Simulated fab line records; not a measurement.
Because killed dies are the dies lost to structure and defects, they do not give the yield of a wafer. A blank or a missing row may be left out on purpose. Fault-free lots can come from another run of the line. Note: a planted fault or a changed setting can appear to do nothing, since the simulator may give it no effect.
fab line records + flow gf180mcu + part 2 of 2: steps 23 to 34 of 34
record:
- lots: 5
- wafers: 15
- last-day: 34
route steps=602 shown VT_IMPLANT@110 MVSD@136 NWELL@137 LVPWELL@138 MVPSD@139 DUAL_GATE@141
lots that met no fault: from a run of the same line without faults
start-h: the number of hours between the record's first day and the start of the first shown wafer of the lot + wait-h: time in hours since the lot's previous step + " unchanged from the row above + L1.1+2: a single row standing in for several wafers + - no value present, or no start provided + * or withheld: withheld + < > ~ a bound
route shown NAME@n: names a module that has steps shown in the file, with the first one's number in the route + usual: mean/standard deviation of fault-free wafers + same: alike in all rows + chamber/n: place in a boat + sites: readings site by site + _std_site: the values' standard deviation + _edge_site: the outer-site mean with the inner-site mean subtracted + radius-mm: for every site, how far away it sits from the centre of the wafer + mask NAME#n: copy n + behind: the tool/chamber that last shaped the wafer + hold: why the lot went on hold/how many hours it stayed there/how the hold came to an end + device: the transistor (n, p or np) that didn't switch + end of line: the tests these same wafers got at the end of their route + a step given without rows: its recipe and nothing more + killed: dies lost to structure and defects at the first sort, not the wafer's yield + map: the dies of a wafer, with x for killed, . for not killed, _ for no die there
set.NAME: the setting the step ran with; set.NAME@STEP: the setting that earlier step ran with + model.NAME: the simulator's own value behind a step, which no gauge read
lots seen at some steps along the route; tables by step, rows by wafer
services: when a tool's chamber went out of use (start-h, in hours from the record's first day, below 0 if earlier), for how many hours, and the reason
== steps ==
step: GF_VT_IMPLANT_STRIP_42
recipe:
- chemistry: O2/N2
- power-w: 1400
- pressure-mtorr: 1500
- platen-temp-c: 250
- o2-flow-sccm: 3000
- n2-flow-sccm: 300
- overash-fraction: 0.5
usual:
- drypump-motor-current-A: 5.60/0.24
- heater-power-w: 345/27
- oes-product-au: 0.716/0.005
- strip-time-to-endpoint-s: 12.60/0.032
| lot.wafer | tool            | chamber | start-h | wait-h | drypump-motor-current-A | heater-power-w | oes-product-au | rf-hours-counter-h | strip-time-to-endpoint-s |
|-----------|-----------------|---------|---------|--------|-------------------------|----------------|----------------|--------------------|--------------------------|
| L074.3    | plasma-asher-01 | 0       | 158.93  | 0.1    | 5.88                    | 394            | 0.724          | -                  | 12.62                    |
| L074.4    | "               | 1       | "       | "      | 5.53                    | 368            | 0.714          | -                  | 12.63                    |
| L074.6    | "               | 0       | "       | "      | 5.88                    | 386            | 0.722          | -                  | 12.64                    |
| L082.1    | plasma-asher-01 | 0       | 209.30  | 0.1    | 5.87                    | 385            | 0.714          | 59                 | 12.54                    |
| L082.2    | "               | 1       | "       | "      | 5.52                    | 376            | 0.714          | 59                 | 12.55                    |
| L082.5    | "               | 0       | "       | "      | 5.87                    | 382            | 0.712          | -                  | 12.56                    |
| L088.2    | plasma-asher-01 | 0       | 249.43  | 0.1    | 5.88                    | 381            | 0.720          | 63                 | 12.57                    |
| L088.4    | "               | 0       | "       | "      | 5.88                    | 382            | 0.711          | -                  | 12.62                    |
| L088.5    | "               | 0       | "       | "      | 5.88                    | 391            | 0.727          | -                  | 12.57                    |
| L091.1    | plasma-asher-01 | 1       | 271.65  | 0.1    | 5.52                    | 373            | 0.709          | 65                 | 12.58                    |
| L091.2    | "               | 0       | "       | "      | 5.85                    | 400            | 0.720          | 65                 | 12.57                    |
| L091.6    | "               | 0       | "       | "      | 5.87                    | 380            | 0.725          | -                  | 12.61                    |
| L095.1    | plasma-asher-04 | 0       | 302.35  | 0.1    | 5.32                    | 322            | 0.716          | 69                 | 12.59                    |
| L095.2    | "               | 1       | "       | "      | 5.78                    | 318            | 0.712          | 69                 | 12.61                    |
| L095.3    | "               | 0       | "       | "      | 5.33                    | 327            | 0.718          | -                  | 12.59                    |
step: GF_VT_IMPLANT_TW_MEAS_43
usual:
- VT_IMPLANT_4_TW: 693/5.1
| lot.wafer | tool          | chamber | start-h | wait-h | VT_IMPLANT_4_TW |
|-----------|---------------|---------|---------|--------|-----------------|
| L074.3    | film-metro-04 | -       | 159.02  | 0.1    | 699             |
| L074.4    | "             | -       | "       | "      | 701             |
| L074.6    | "             | -       | "       | "      | 697             |
| L082.1    | film-metro-03 | -       | 209.40  | 0.1    | 687             |
| L082.2    | "             | -       | "       | "      | 687             |
| L082.5    | "             | -       | "       | "      | 692             |
| L088.2    | film-metro-03 | -       | 249.54  | 0.1    | 693             |
| L088.4    | "             | -       | "       | "      | 696             |
| L088.5    | "             | -       | "       | "      | 697             |
| L091.1    | film-metro-03 | -       | 271.75  | 0.1    | 689             |
| L091.2    | "             | -       | "       | "      | 689             |
| L091.6    | "             | -       | "       | "      | 690             |
| L095.1    | film-metro-01 | -       | 302.45  | 0.1    | 689             |
| L095.2    | "             | -       | "       | "      | 691             |
| L095.3    | "             | -       | "       | "      | 689             |
step: GF_VT_IMPLANT_CLEAN_44
recipe:
- chemistry: SC1/SC2
- mix: 1:4:20
- temp-c: 70
- time-s: 150
- dry: n2-spin
| lot.wafer  | tool         | chamber | start-h | wait-h |
|------------|--------------|---------|---------|--------|
| L074.3+4+6 | wet-bench-02 | 1       | 159.06  | 0.0    |
| L082.1+2+5 | wet-bench-02 | 1       | 209.46  | 0.1    |
| L088.2+4+5 | wet-bench-01 | 2       | 249.59  | 0.0    |
| L091.1+2+6 | wet-bench-04 | 0       | 271.81  | 0.1    |
| L095.1+2+3 | wet-bench-02 | 2       | 302.51  | 0.1    |
step: GF_VT_IMPLANT_RTA_45
recipe:
- temp-c: 1050
- time-s: 30
- ambient: N2
usual:
- lamp-power-pct: 37.0/1.4
- wafer_temp_C_max: 1054.4/1.1
| lot.wafer | tool          | chamber | start-h | wait-h | lamp-power-pct | wafer_temp_C_max |
|-----------|---------------|---------|---------|--------|----------------|------------------|
| L074.3    | rtp-anneal-01 | 0       | 159.14  | 0.0    | 35.6           | 1053.8           |
| L074.4    | "             | 0       | "       | "      | 35.6           | 1054.2           |
| L074.6    | "             | 0       | "       | "      | 35.6           | 1053.8           |
| L082.1    | rtp-anneal-01 | 0       | 209.51  | 0.0    | 35.6           | 1055.2           |
| L082.2    | "             | 0       | "       | "      | 35.6           | 1056.3           |
| L082.5    | "             | 0       | "       | "      | 35.5           | 1055.9           |
| L088.2    | rtp-anneal-02 | 0       | 249.70  | 0.0    | 38.5           | 1054.0           |
| L088.4    | "             | 0       | "       | "      | 38.5           | 1053.5           |
| L088.5    | "             | 0       | "       | "      | 38.5           | 1053.1           |
| L091.1    | rtp-anneal-02 | 0       | 271.86  | 0.0    | 38.5           | 1054.4           |
| L091.2    | "             | 0       | "       | "      | 38.5           | 1052.9           |
| L091.6    | "             | 0       | "       | "      | 38.5           | 1053.3           |
| L095.1    | rtp-anneal-02 | 0       | 302.56  | 0.0    | 38.6           | 1053.3           |
| L095.2    | "             | 0       | "       | "      | 38.5           | 1055.8           |
| L095.3    | "             | 0       | "       | "      | 38.5           | 1053.4           |
step: GF_VT_IMPLANT_RS_MEAS_46
recipe:
- thk-meas-gauge: four-point-probe
usual:
- MVSD_RS: 456.1/1.1
| lot.wafer | tool          | chamber | start-h | wait-h | MVSD_RS[ohm/sq] |
|-----------|---------------|---------|---------|--------|-----------------|
| L074.3    | film-metro-02 | -       | 159.25  | 0.1    | 456.0           |
| L074.4    | "             | -       | "       | "      | 456.3           |
| L074.6    | "             | -       | "       | "      | 457.3           |
| L082.1    | film-metro-01 | -       | 209.61  | 0.1    | 456.3           |
| L082.2    | "             | -       | "       | "      | 456.4           |
| L082.5    | "             | -       | "       | "      | 457.1           |
| L088.2    | film-metro-04 | -       | 249.81  | 0.1    | 455.9           |
| L088.4    | "             | -       | "       | "      | 456.1           |
| L088.5    | "             | -       | "       | "      | 456.0           |
| L091.1    | film-metro-04 | -       | 271.96  | 0.1    | 456.0           |
| L091.2    | "             | -       | "       | "      | 455.0           |
| L091.6    | "             | -       | "       | "      | 456.1           |
| L095.1    | film-metro-01 | -       | 302.66  | 0.1    | 456.1           |
| L095.2    | "             | -       | "       | "      | 456.3           |
| L095.3    | "             | -       | "       | "      | 456.2           |
step: GF_VT_IMPLANT_RS_MEAS_47
recipe:
- thk-meas-gauge: four-point-probe
usual:
- NWELL_RS: 487.5/1.3
| lot.wafer | tool          | chamber | start-h | wait-h | NWELL_RS[ohm/sq] |
|-----------|---------------|---------|---------|--------|------------------|
| L074.3    | film-metro-02 | -       | 159.37  | 0.1    | 490.9            |
| L074.4    | "             | -       | "       | "      | 489.3            |
| L074.6    | "             | -       | "       | "      | 489.5            |
| L082.1    | film-metro-01 | -       | 209.73  | 0.1    | 487.9            |
| L082.2    | "             | -       | "       | "      | 488.1            |
| L082.5    | "             | -       | "       | "      | 488.6            |
| L088.2    | film-metro-04 | -       | 249.93  | 0.1    | 489.0            |
| L088.4    | "             | -       | "       | "      | 488.1            |
| L088.5    | "             | -       | "       | "      | 486.8            |
| L091.1    | film-metro-04 | -       | 272.08  | 0.1    | 487.7            |
| L091.2    | "             | -       | "       | "      | 486.3            |
| L091.6    | "             | -       | "       | "      | 487.6            |
| L095.1    | film-metro-01 | -       | 302.78  | 0.1    | 487.8            |
| L095.2    | "             | -       | "       | "      | 487.6            |
| L095.3    | "             | -       | "       | "      | 487.3            |
step: GF_VT_IMPLANT_RS_MEAS_48
recipe:
- thk-meas-gauge: four-point-probe
usual:
- LVPWELL_RS: 1195.5/2.9
| lot.wafer | tool          | chamber | start-h | wait-h | LVPWELL_RS[ohm/sq] |
|-----------|---------------|---------|---------|--------|--------------------|
| L074.3    | film-metro-02 | -       | 159.49  | 0.1    | 1196.3             |
| L074.4    | "             | -       | "       | "      | 1198.7             |
| L074.6    | "             | -       | "       | "      | 1199.6             |
| L082.1    | film-metro-01 | -       | 209.85  | 0.1    | 1199.0             |
| L082.2    | "             | -       | "       | "      | 1198.0             |
| L082.5    | "             | -       | "       | "      | 1192.1             |
| L088.2    | film-metro-04 | -       | 250.05  | 0.1    | 1195.1             |
| L088.4    | "             | -       | "       | "      | 1192.2             |
| L088.5    | "             | -       | "       | "      | 1196.4             |
| L091.1    | film-metro-04 | -       | 272.20  | 0.1    | 1198.3             |
| L091.2    | "             | -       | "       | "      | 1201.0             |
| L091.6    | "             | -       | "       | "      | 1197.7             |
| L095.1    | film-metro-01 | -       | 302.90  | 0.1    | 1192.9             |
| L095.2    | "             | -       | "       | "      | 1194.0             |
| L095.3    | "             | -       | "       | "      | 1194.3             |
step: GF_VT_IMPLANT_RS_MEAS_49
recipe:
- thk-meas-gauge: four-point-probe
usual:
- MVPSD_RS: 1167.5/3
| lot.wafer | tool          | chamber | start-h | wait-h | MVPSD_RS[ohm/sq] |
|-----------|---------------|---------|---------|--------|------------------|
| L074.3    | film-metro-02 | -       | 159.61  | 0.1    | 1169.8           |
| L074.4    | "             | -       | "       | "      | 1168.0           |
| L074.6    | "             | -       | "       | "      | 1169.5           |
| L082.1    | film-metro-01 | -       | 209.97  | 0.1    | 1168.2           |
| L082.2    | "             | -       | "       | "      | 1166.8           |
| L082.5    | "             | -       | "       | "      | 1164.4           |
| L088.2    | film-metro-04 | -       | 250.17  | 0.1    | 1164.5           |
| L088.4    | "             | -       | "       | "      | 1167.1           |
| L088.5    | "             | -       | "       | "      | 1165.9           |
| L091.1    | film-metro-04 | -       | 272.32  | 0.1    | 1170.2           |
| L091.2    | "             | -       | "       | "      | 1171.3           |
| L091.6    | "             | -       | "       | "      | 1168.7           |
| L095.1    | film-metro-01 | -       | 303.02  | 0.1    | 1165.5           |
| L095.2    | "             | -       | "       | "      | 1169.5           |
| L095.3    | "             | -       | "       | "      | 1164.7           |
step: GF_VT_IMPLANT_WET_ETCH_50
recipe:
- chemistry: dHF
- target-depth-nm: 20
- target: SiO2
- temp-c: 25
- dilution: 100:1
- time-s: 400
| lot.wafer  | tool         | chamber | start-h | wait-h |
|------------|--------------|---------|---------|--------|
| L074.3+4+6 | wet-bench-04 | 3       | 159.69  | 0.1    |
| L082.1+2+5 | wet-bench-02 | 1       | 210.09  | 0.1    |
| L088.2+4+5 | wet-bench-01 | 1       | 250.27  | 0.1    |
| L091.1+2+6 | wet-bench-02 | 2       | 272.44  | 0.1    |
| L095.1+2+3 | wet-bench-01 | 2       | 303.14  | 0.1    |
step: GF_DUAL_GATE_CLEAN_00
recipe:
- chemistry: SC1/SC2
- mix: 1:4:20
- temp-c: 70
- time-s: 150
| lot.wafer  | tool         | chamber | start-h | wait-h |
|------------|--------------|---------|---------|--------|
| L074.3+4+6 | wet-bench-01 | 3       | 159.81  | 0.0    |
| L082.1+2+5 | wet-bench-01 | 3       | 210.21  | 0.0    |
| L088.2+4+5 | wet-bench-02 | 0       | 250.51  | 0.0    |
| L091.1+2+6 | wet-bench-01 | 1       | 272.56  | 0.0    |
| L095.1+2+3 | wet-bench-04 | 1       | 303.27  | 0.0    |
step: GF_DUAL_GATE_CLEAN_01
recipe:
- chemistry: dHF
- time-s: 20
- dilution: 100:1
- dry: ipa-marangoni
| lot.wafer  | tool         | chamber | start-h | wait-h |
|------------|--------------|---------|---------|--------|
| L074.3+4+6 | wet-bench-02 | 0       | 159.86  | 0.0    |
| L082.1+2+5 | wet-bench-04 | 1       | 210.26  | 0.0    |
| L088.2+4+5 | wet-bench-01 | 0       | 250.56  | 0.0    |
| L091.1+2+6 | wet-bench-04 | 0       | 272.61  | 0.0    |
| L095.1+2+3 | wet-bench-02 | 0       | 303.32  | 0.0    |
step: GF_DUAL_GATE_OXIDATION_02
recipe:
- temp-c: 900
- ambient: O2
- stabilise-s: 600
- purge-s: 300
- target-thk-a: 108.87
- ox-time-s: 1602
usual:
- tube_center_temp_C_max: 902.3/0.37
- zone-power-centre-pct: 17.7/2.4
- zone-power-lower-pct: 15.9/1.3
| lot.wafer | tool       | chamber | start-h | wait-h | tube_center_temp_C_max | zone-power-centre-pct | zone-power-lower-pct |
|-----------|------------|---------|---------|--------|------------------------|-----------------------|----------------------|
| L074.3    | furnace-01 | 0       | 160.58  | 0.7    | 902.1                  | 21.0                  | 14.3                 |
| L074.4    | "          | 0       | "       | "      | 902.3                  | 20.2                  | 14.2                 |
| L074.6    | "          | 0       | "       | "      | 903.0                  | 20.8                  | 14.3                 |
| L082.1    | furnace-01 | 0       | 210.84  | 0.6    | 902.1                  | 20.3                  | 14.2                 |
| L082.2    | "          | 0       | "       | "      | 902.2                  | 20.5                  | 14.3                 |
| L082.5    | "          | 0       | "       | "      | 902.4                  | 20.4                  | 14.4                 |
| L088.2    | furnace-01 | 0       | 252.19  | 1.6    | 901.8                  | 20.3                  | 14.4                 |
| L088.4    | "          | 0       | "       | "      | 901.8                  | 20.5                  | 14.2                 |
| L088.5    | "          | 0       | "       | "      | 902.3                  | 20.5                  | 14.4                 |
| L091.1    | furnace-02 | 0       | 273.61  | 1.0    | 901.9                  | 15.7                  | 17.1                 |
| L091.2    | "          | 0       | "       | "      | 902.1                  | 15.8                  | 17.1                 |
| L091.6    | "          | 0       | "       | "      | 902.2                  | 15.8                  | 16.7                 |
| L095.1    | furnace-02 | 0       | 303.33  | 0.0    | 903.3                  | 15.4                  | 16.9                 |
| L095.2    | "          | 0       | "       | "      | 902.7                  | 15.4                  | 16.7                 |
| L095.3    | "          | 0       | "       | "      | 902.3                  | 15.6                  | 16.8                 |
== services ==
| tool             | chamber | start-h | hours | kind        |
|------------------|---------|---------|-------|-------------|
| iline-stepper-02 | 0       | 116.63  | -     | calibration |
| iline-stepper-02 | -       | 152.63  | 8.4   | repair      |
| iline-stepper-01 | -       | 166.53  | 3.6   | repair      |
| implanter-01     | -       | 166.71  | 3.2   | repair      |
| plasma-asher-01  | -       | 178.80  | 1.2   | repair      |
| implanter-01     | -       | 180.74  | 4.5   | pm          |
| implanter-02     | -       | 183.71  | 3.6   | repair      |
| implanter-01     | -       | 188.46  | 3.2   | repair      |
| furnace-02       | -       | 215.16  | 3.4   | pm          |
| iline-stepper-02 | -       | 217.21  | 8.2   | repair      |
| furnace-01       | -       | 230.37  | 4.5   | pm          |
| rtp-anneal-01    | -       | 241.00  | 22.0  | pm          |
| furnace-02       | -       | 248.00  | 2.9   | repair      |
| iline-stepper-01 | -       | 268.70  | 29.6  | repair      |
| plasma-asher-01  | -       | 272.98  | 14.6  | pm          |
| implanter-02     | -       | 278.58  | 4.7   | repair      |
| iline-stepper-01 | 0       | 288.92  | -     | calibration |
| plasma-asher-01  | -       | 298.20  | 8.0   | repair      |
| plasma-asher-03  | -       | 301.41  | 13.2  | pm          |
